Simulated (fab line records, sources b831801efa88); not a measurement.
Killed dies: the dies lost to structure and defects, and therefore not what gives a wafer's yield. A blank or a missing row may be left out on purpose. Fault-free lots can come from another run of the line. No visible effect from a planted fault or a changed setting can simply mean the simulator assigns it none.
fab line records -- flow gf180mcu
record: lots: 15, wafers: 45, lastDay: 34
route steps=602 shown STI@15 MVSD@136 POLY_GATE@165
lots with no fault: from the same line, run without faults
startH: hours from the record's first day to the start of the lot's first wafer shown -- waitH: time in hours since the lot's previous step -- " as in the row above -- L1.1+2: a single row standing in for several wafers -- - no value present, or no start provided -- * or withheld: withheld -- < > ~ a bound
route shown NAME@n: names a module that has steps shown in the file, with the first one's number in the route -- usual: mean/standard deviation taken from wafers without a fault -- same: alike in all rows -- chamber/n: place in a boat -- sites: each site's reading -- _std_site: the values' standard deviation -- _edge_site: inner sites' mean taken away from outer sites' mean -- radiusMm: for every site, how far away it sits from the centre of the wafer -- mask NAME#n: copy n -- behind: the last tool/chamber to shape the wafer -- hold: the reason the lot was held/the length of the hold in hours/how it ended -- device: transistor that didn't switch, given as n, p or np -- end of line: the route-end tests of the same wafers -- where a step has no rows: the recipe by itself -- killed: at the first sort, the dies lost to defects and structure; wafer yield is something else -- map: dies across one wafer; x = killed, . = not, _ = none there
set.NAME: the setting that was run; set.NAME@STEP: the one run at that earlier step -- model.NAME: the simulator's own value behind a step, which no gauge read
steps of the route over a sample of lots; a table a step, a row a wafer
services: the hour from which a tool's chamber was out of use, counted from the record's first day as startH (under 0 if before that day), plus the number of hours and why
== steps ==
step: GF_STI_ETCH_14
recipe: target: Si, chemistry: HBr/Cl2/O2, targetDepthNm: 360, icpW: 600, biasW: 150, pressureMtorr: 15, HBr_flow_sccm: 150, Cl2_flow_sccm: 40, O2_flow_sccm: 6, timeS: 102.9
usual: O2_flow_sccm: 6.000/0.02, drypumpMotorCurrentA: 5.9/0.46, oesProductAu: 1.000/0.0069, throttleValvePct: 25.657/0.01
same: timeS: 102.9
lot.wafer,tool,chamber,startH,waitH,O2_flow_sccm,drypumpMotorCurrentA,oesProductAu,rfHoursCounterH,throttleValvePct
L692.1,rieSi-01,1,25.63,0.0,5.999,6.1,1.007,138,25.653
L692.4,rieSi-01,3,25.63,0.0,6.022,6.5,0.997,103,25.659
L692.6,rieSi-01,0,25.63,0.0,6.024,5.9,0.999,-,25.652
L694.2,rieSi-02,2,37.73,0.0,6.022,6.5,1.006,148,25.652
L694.3,rieSi-02,3,37.73,0.0,5.961,5.9,1.008,102,25.655
L694.5,rieSi-02,1,37.73,0.0,5.960,5.2,1.005,-,25.663
L695.2,rieSi-01,2,40.98,0.0,5.978,5.5,1.003,7,25.658
L695.4,rieSi-01,0,40.98,0.0,5.992,5.9,0.987,2,25.649
L695.5,rieSi-01,2,40.98,0.0,5.982,5.5,1.008,-,25.658
L696.1,rieSi-01,0,45.30,0.0,6.002,5.9,1.004,2,25.655
L696.2,rieSi-01,2,45.30,0.0,5.996,5.5,1.002,7,25.659
L696.3,rieSi-01,3,45.30,0.0,6.027,6.5,0.997,103,25.659
L702.3,rieSi-02,2,79.03,0.0,6.003,6.5,1.004,149,25.663
L702.4,rieSi-02,0,79.03,0.0,6.005,5.3,0.997,24,25.654
L702.5,rieSi-02,3,79.03,0.0,5.993,5.9,0.997,-,25.644
L705.2,rieSi-01,3,93.45,0.0,6.002,6.5,1.001,104,25.651
L705.3,rieSi-01,2,93.45,0.0,5.991,5.5,1.016,8,25.662
L705.6,rieSi-01,3,93.45,0.0,6.010,6.5,0.995,-,25.650
L706.1,rieSi-02,1,98.63,0.0,5.997,5.3,0.992,84,25.661
L706.2,rieSi-02,0,98.63,0.0,5.990,5.3,0.983,24,25.667
L706.3,rieSi-02,3,98.63,0.0,5.978,5.9,0.996,102,25.666
L707.1,rieSi-02,3,104.38,0.0,6.004,5.9,1.004,102,25.663
L707.3,rieSi-02,3,104.38,0.0,5.988,5.8,1.011,-,25.649
L707.4,rieSi-02,0,104.38,0.0,6.014,5.3,0.999,-,25.643
L709.1,rieSi-01,3,113.73,0.0,5.992,6.5,0.987,104,25.669
L709.2,rieSi-01,2,113.73,0.0,6.000,5.5,0.997,8,25.658
L709.3,rieSi-01,1,113.73,0.0,5.991,6.2,1.002,139,25.665
L710.4,rieSi-02,0,119.27,0.1,5.983,5.3,0.992,-,25.656
L710.5,rieSi-02,3,119.27,0.1,6.003,5.9,0.992,-,25.643
L710.6,rieSi-02,2,119.27,0.1,6.039,6.5,1.002,-,25.659
L711.3,rieSi-01,1,124.13,0.0,5.999,6.2,1.003,139,25.640
L711.5,rieSi-01,2,124.13,0.0,6.019,5.5,1.014,-,25.647
L711.6,rieSi-01,1,124.13,0.0,6.029,6.2,1.001,-,25.673
L712.2,rieSi-02,0,128.13,0.0,5.995,5.3,1.003,25,25.659
L712.4,rieSi-02,2,128.13,0.0,5.991,6.5,0.996,-,25.657
L712.5,rieSi-02,3,128.13,0.0,6.006,5.9,1.006,-,25.648
L713.3,rieSi-02,3,134.15,0.0,5.963,5.9,1.003,103,25.658
L713.4,rieSi-02,2,134.15,0.0,6.011,6.5,0.990,0,25.660
L713.6,rieSi-02,2,134.15,0.0,5.998,6.5,0.993,-,25.671
L714.1,rieSi-02,3,140.80,0.0,5.977,5.9,0.997,103,25.644
L714.2,rieSi-02,1,140.80,0.0,5.993,5.2,0.997,84,25.665
L714.5,rieSi-02,2,140.80,0.0,6.006,6.5,0.993,-,25.640
L715.3,rieSi-01,3,144.68,0.0,5.990,6.5,1.005,104,25.666
L715.4,rieSi-01,2,144.68,0.0,6.012,5.5,0.998,-,25.669
L715.6,rieSi-01,3,144.68,0.0,5.989,6.5,1.000,-,25.654
step: GF_VT_IMPLANT_RS_MEAS_46
recipe: thkMeasGauge: four-point-probe
usual: MVSD_RS: 456.3/1.1
lot.wafer,tool,chamber,startH,waitH,MVSD_RS[ohm/sq]
L692.1,filmMetro-04,-,159.33,0.1,456.3
L692.4,filmMetro-04,-,159.33,0.1,457.4
L692.6,filmMetro-04,-,159.33,0.1,456.8
L694.2,filmMetro-01,-,178.27,0.1,458.4
L694.3,filmMetro-01,-,178.27,0.1,457.3
L694.5,filmMetro-01,-,178.27,0.1,458.0
L695.2,filmMetro-01,-,189.87,0.1,456.8
L695.4,filmMetro-01,-,189.87,0.1,455.7
L695.5,filmMetro-01,-,189.87,0.1,455.1
L696.1,filmMetro-01,-,196.81,0.1,456.9
L696.2,filmMetro-01,-,196.81,0.1,457.5
L696.3,filmMetro-01,-,196.81,0.1,456.7
L702.3,filmMetro-04,-,230.16,0.1,457.3
L702.4,filmMetro-04,-,230.16,0.1,456.8
L702.5,filmMetro-04,-,230.16,0.1,458.5
L705.2,filmMetro-01,-,248.69,0.1,455.6
L705.3,filmMetro-01,-,248.69,0.1,456.4
L705.6,filmMetro-01,-,248.69,0.1,456.2
L706.1,filmMetro-02,-,257.26,0.1,455.9
L706.2,filmMetro-02,-,257.26,0.1,455.2
L706.3,filmMetro-02,-,257.26,0.1,456.2
L707.1,filmMetro-04,-,265.17,0.1,455.1
L707.3,filmMetro-04,-,265.17,0.1,456.2
L707.4,filmMetro-04,-,265.17,0.1,456.7
L709.1,filmMetro-02,-,276.16,0.1,457.8
L709.2,filmMetro-02,-,276.16,0.1,458.8
L709.3,filmMetro-02,-,276.16,0.1,457.9
L710.4,filmMetro-02,-,286.37,0.1,456.3
L710.5,filmMetro-02,-,286.37,0.1,455.7
L710.6,filmMetro-02,-,286.37,0.1,455.3
L711.3,filmMetro-01,-,290.92,0.1,457.1
L711.5,filmMetro-01,-,290.92,0.1,456.9
L711.6,filmMetro-01,-,290.92,0.1,457.0
L712.2,filmMetro-01,-,293.84,0.1,455.5
L712.4,filmMetro-01,-,293.84,0.1,453.9
L712.5,filmMetro-01,-,293.84,0.1,456.7
L713.3,filmMetro-04,-,302.86,0.1,454.7
L713.4,filmMetro-04,-,302.86,0.1,454.5
L713.6,filmMetro-04,-,302.86,0.1,455.1
L714.1,filmMetro-01,-,311.91,0.1,456.9
L714.2,filmMetro-01,-,311.91,0.1,455.8
L714.5,filmMetro-01,-,311.91,0.1,455.9
L715.3,filmMetro-01,-,314.44,0.1,455.9
L715.4,filmMetro-01,-,314.44,0.1,455.8
L715.6,filmMetro-01,-,314.44,0.1,456.7
step: GF_POLY_GATE_PEB_08
recipe: pebTempC: 135, pebTimeS: 90, resist: KrF
usual: chillPlateTempC: 23.00/0.098, exhaustPa: 45.1/0.84, heaterPowerTotalW: 85.70/0.082
lot.wafer,tool,chamber,startH,waitH,chillPlateTempC,exhaustPa,heaterPowerTotalW
L692.1,lithoTrack-01,0,200.23,-,22.95,46.9,85.77
L692.4,lithoTrack-01,0,200.23,-,23.20,47.5,85.74
L692.6,lithoTrack-01,0,200.23,-,22.85,46.3,85.76
L694.2,lithoTrack-04,0,217.26,-,23.05,45.5,85.80
L694.3,lithoTrack-04,0,217.26,-,23.13,46.7,85.58
L694.5,lithoTrack-04,0,217.26,-,23.10,44.9,85.65
L695.2,lithoTrack-02,0,231.14,-,23.01,45.2,85.68
L695.4,lithoTrack-02,0,231.14,-,23.06,45.6,85.58
L695.5,lithoTrack-02,0,231.14,-,22.94,45.8,85.59
L696.1,lithoTrack-01,0,237.68,-,22.99,44.9,85.59
L696.2,lithoTrack-01,0,237.68,-,22.99,45.2,85.70
L696.3,lithoTrack-01,0,237.68,-,23.04,45.6,85.60
L702.3,lithoTrack-02,0,274.02,-,22.99,44.9,85.68
L702.4,lithoTrack-02,0,274.02,-,23.13,44.3,85.79
L702.5,lithoTrack-02,0,274.02,-,23.13,45.0,85.54
L705.2,lithoTrack-02,-,293.33,-,-,-,-
L705.3,lithoTrack-02,-,293.33,-,-,-,-
L705.6,lithoTrack-02,-,293.33,-,-,-,-
L706.1,lithoTrack-01,-,301.33,-,-,-,-
L706.2,lithoTrack-01,-,301.33,-,-,-,-
L706.3,lithoTrack-01,-,301.33,-,-,-,-
L707.1,lithoTrack-04,-,312.83,-,-,-,-
L707.3,lithoTrack-04,-,312.83,-,-,-,-
L707.4,lithoTrack-04,-,312.83,-,-,-,-
L709.1,lithoTrack-01,0,323.23,-,23.00,44.7,85.72
L709.2,lithoTrack-01,0,323.23,-,22.97,44.4,85.81
L709.3,lithoTrack-01,0,323.23,-,23.01,43.8,85.79
L710.4,lithoTrack-02,0,337.00,-,22.78,43.8,85.61
L710.5,lithoTrack-02,0,337.00,-,23.04,44.6,85.64
L710.6,lithoTrack-02,0,337.00,-,23.03,43.9,85.72
L711.3,lithoTrack-02,0,343.42,-,23.03,46.8,85.72
L711.5,lithoTrack-02,0,343.42,-,23.08,45.2,85.64
L711.6,lithoTrack-02,0,343.42,-,22.92,44.6,85.64
L712.2,lithoTrack-04,0,344.76,-,23.01,44.7,85.74
L712.4,lithoTrack-04,0,344.76,-,22.96,44.5,85.85
L712.5,lithoTrack-04,0,344.76,-,22.91,43.4,85.74
L713.3,lithoTrack-04,0,351.34,-,22.85,46.0,85.63
L713.4,lithoTrack-04,0,351.34,-,22.84,45.4,85.77
L713.6,lithoTrack-04,0,351.34,-,22.89,45.8,85.76
L715.3,lithoTrack-04,0,368.04,-,22.87,45.6,85.77
L715.4,lithoTrack-04,0,368.04,-,23.14,45.2,85.73
L715.6,lithoTrack-04,0,368.04,-,23.13,45.6,85.71
L714.1,lithoTrack-02,0,368.20,-,22.95,45.8,85.60
L714.2,lithoTrack-02,0,368.20,-,22.88,44.5,85.64
L714.5,lithoTrack-02,0,368.20,-,22.93,44.6,85.68
step: GF_POLY_GATE_CD_MEAS_10
recipe: targetCdNm: 280
usual: cdNm: 280.2/1.1
lot.wafer,tool,chamber,startH,waitH,cdNm
L692.1,cdSem-01,-,200.58,0.1,279.8
L692.4,cdSem-01,-,200.58,0.1,280.2
L692.6,cdSem-01,-,200.58,0.1,279.6
L694.2,cdSem-02,-,217.60,0.1,282.3
L694.3,cdSem-02,-,217.60,0.1,282.1
L694.5,cdSem-02,-,217.60,0.1,282.2
L695.2,cdSem-02,-,231.47,0.1,279.6
L695.4,cdSem-02,-,231.47,0.1,280.1
L695.5,cdSem-02,-,231.47,0.1,279.9
L696.1,cdSem-02,-,238.03,0.1,281.3
L696.2,cdSem-02,-,238.03,0.1,280.8
L696.3,cdSem-02,-,238.03,0.1,281.2
L702.3,cdSem-02,-,274.34,0.1,281.8
L702.4,cdSem-02,-,274.34,0.1,281.5
L702.5,cdSem-02,-,274.34,0.1,281.7
L705.2,cdSem-01,-,293.67,0.1,-
L705.3,cdSem-01,-,293.67,0.1,-
L705.6,cdSem-01,-,293.67,0.1,-
L706.1,cdSem-02,-,301.68,0.1,-
L706.2,cdSem-02,-,301.68,0.1,-
L706.3,cdSem-02,-,301.68,0.1,-
L707.1,cdSem-02,-,313.18,0.1,-
L707.3,cdSem-02,-,313.18,0.1,-
L707.4,cdSem-02,-,313.18,0.1,-
L709.1,cdSem-02,-,323.58,0.1,279.3
L709.2,cdSem-02,-,323.58,0.1,279.4
L709.3,cdSem-02,-,323.58,0.1,278.8
L710.4,cdSem-02,-,337.31,0.1,281.2
L710.5,cdSem-02,-,337.31,0.1,281.9
L710.6,cdSem-02,-,337.31,0.1,281.7
L711.3,cdSem-02,-,343.74,0.1,279.8
L711.5,cdSem-02,-,343.74,0.1,280.5
L711.6,cdSem-02,-,343.74,0.1,281.7
L712.2,cdSem-01,-,345.10,0.1,281.3
L712.4,cdSem-01,-,345.10,0.1,281.5
L712.5,cdSem-01,-,345.10,0.1,279.8
L713.3,cdSem-02,-,351.67,0.1,280.4
L713.4,cdSem-02,-,351.67,0.1,282.0
L713.6,cdSem-02,-,351.67,0.1,281.2
L715.3,cdSem-02,-,368.37,0.1,279.7
L715.4,cdSem-02,-,368.37,0.1,278.9
L715.6,cdSem-02,-,368.37,0.1,279.8
L714.1,cdSem-02,-,368.64,0.2,280.0
L714.2,cdSem-02,-,368.64,0.2,279.8
L714.5,cdSem-02,-,368.64,0.2,281.7
== services ==
tool,chamber,startH,hours,kind
rieSi-02,2,90.86,-,clean
rieSi-02,2,90.86,15.2,scheduledDown
rieSi-02,2,90.86,15.2,ventCycle
rieSi-01,-,98.56,0.1,repair
rieSi-02,1,101.97,28.1,repair
rieSi-02,0,129.31,2.6,repair
rieSi-01,3,131.32,1.0,repair
rieSi-01,1,132.29,-,clean
rieSi-01,1,132.29,25.0,scheduledDown
rieSi-01,1,132.29,25.0,ventCycle
rieSi-02,-,149.33,0.7,repair
rieSi-01,-,221.80,0.2,repair
rieSi-01,3,248.64,5.0,repair
rieSi-02,-,257.73,0.5,repair
rieSi-02,1,265.42,4.2,repair
rieSi-01,3,281.24,-,clean
rieSi-01,2,281.90,1.8,repair
rieSi-02,3,289.95,-,clean
rieSi-02,3,289.95,23.4,scheduledDown
rieSi-02,3,289.95,23.4,ventCycle
rieSi-02,-,317.75,2.8,pm
rieSi-02,1,366.88,-,clean
rieSi-02,1,366.88,13.9,scheduledDown
rieSi-02,1,366.88,13.9,ventCycle
== key ==
firstSign: step: GF_POLY_GATE_PEB_08, reading: toolRecord, direction: missing
effect none on later readings
metAt GF_POLY_GATE_PEB_08
struckLots L705,L706,L707
laterRowsLeftOut L705.2,L705.3,L705.6,L706.1,L706.2,L706.3,L707.1,L707.3,L707.4
sortLeftOut L705.2,L705.3,L705.6,L706.1,L706.2,L706.3,L707.1,L707.3,L707.4
testerLeftOut L705,L706,L707
notActingAt GF_STI_ETCH_14,GF_VT_IMPLANT_RS_MEAS_46,GF_POLY_GATE_CD_MEAS_10
onsetBetween 274.02 293.33
fault: kind: skippedStepWhole, tool: lithoTrack-01,lithoTrack-02,lithoTrack-04, chamber: -, onsetH: 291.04, steps: GF_POLY_GATE_PEB_08, scope: struckLotsOnly
testerLeftOut: of these lots the tester's yield and bins aren't shown, on N5 and GAA mostly nor the transistor test; their killed dies are dies lost to structure and defects alone, not to doping, threshold or leakage, so they don't give the yield
sortLeftOut: the simulated sort isn't trusted on such a fault, so these wafers' sort isn't shown, and their yield isn't known
laterRowsLeftOut: the simulator's readings of these wafers behind a module that went badly wrong aren't trusted and aren't shown, but for the sort
